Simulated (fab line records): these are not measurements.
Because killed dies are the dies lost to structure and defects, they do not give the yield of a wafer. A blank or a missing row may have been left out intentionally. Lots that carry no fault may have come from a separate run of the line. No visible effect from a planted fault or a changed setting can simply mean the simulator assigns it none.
What tool caused it? + flow sky130 + 6 lots (18 wafers sampled), 1 step of a 708-step route

== WHAT EACH GAUGE READ, for each wafer ==
SKY_LDD_LDN_OVL_MEAS_07.
| lot  | measured     | on         | LDD_LDN_OVL (nm) |
|------|--------------|------------|------------------|
| L578 | day 23 09:19 | overlay-01 | 0.0 -0.7 1.3     |
| L580 | day 24 13:46 | overlay-01 | 0.8 0.2 -0.9     |
| L582 | day 25 00:31 | overlay-01 | -1.1 -2.1 -2.2   |
| L590 | day 28 01:10 | overlay-02 | 1.6 1.4 0.5      |
| L594 | day 29 05:55 | overlay-01 | -0.3 -1.1 -1.6   |
| L596 | day 30 00:16 | overlay-02 | -0.6 1.6 0.9     |

== WHICH TOOL RAN EACH LOT (tool, then ch and the chambers of the sampled wafers, then the start) ==
The record shows no process step preceding these readings.

== THE ANSWER, worked out from the rows above alone ==
Rule: the usual values come from the lots themselves. The widest of any qualifying gaps counts: lots, ordered by their means at a reading, are off when they make up no more than a third of the lots, leave a main group of 4 or more, and stand apart from it by 3 or more times the standard deviation of that group's means. Not used: any main group whose means are identical at the precision the tables above print for the reading. Also off: a lot with no number at a reading for which 4 or more lots have one. The other lots that the step has rows for count as sound.
No lot is off on any of the readings shown, so nothing can be concluded from this.

== WHAT THE SIMULATOR PUT IN ==
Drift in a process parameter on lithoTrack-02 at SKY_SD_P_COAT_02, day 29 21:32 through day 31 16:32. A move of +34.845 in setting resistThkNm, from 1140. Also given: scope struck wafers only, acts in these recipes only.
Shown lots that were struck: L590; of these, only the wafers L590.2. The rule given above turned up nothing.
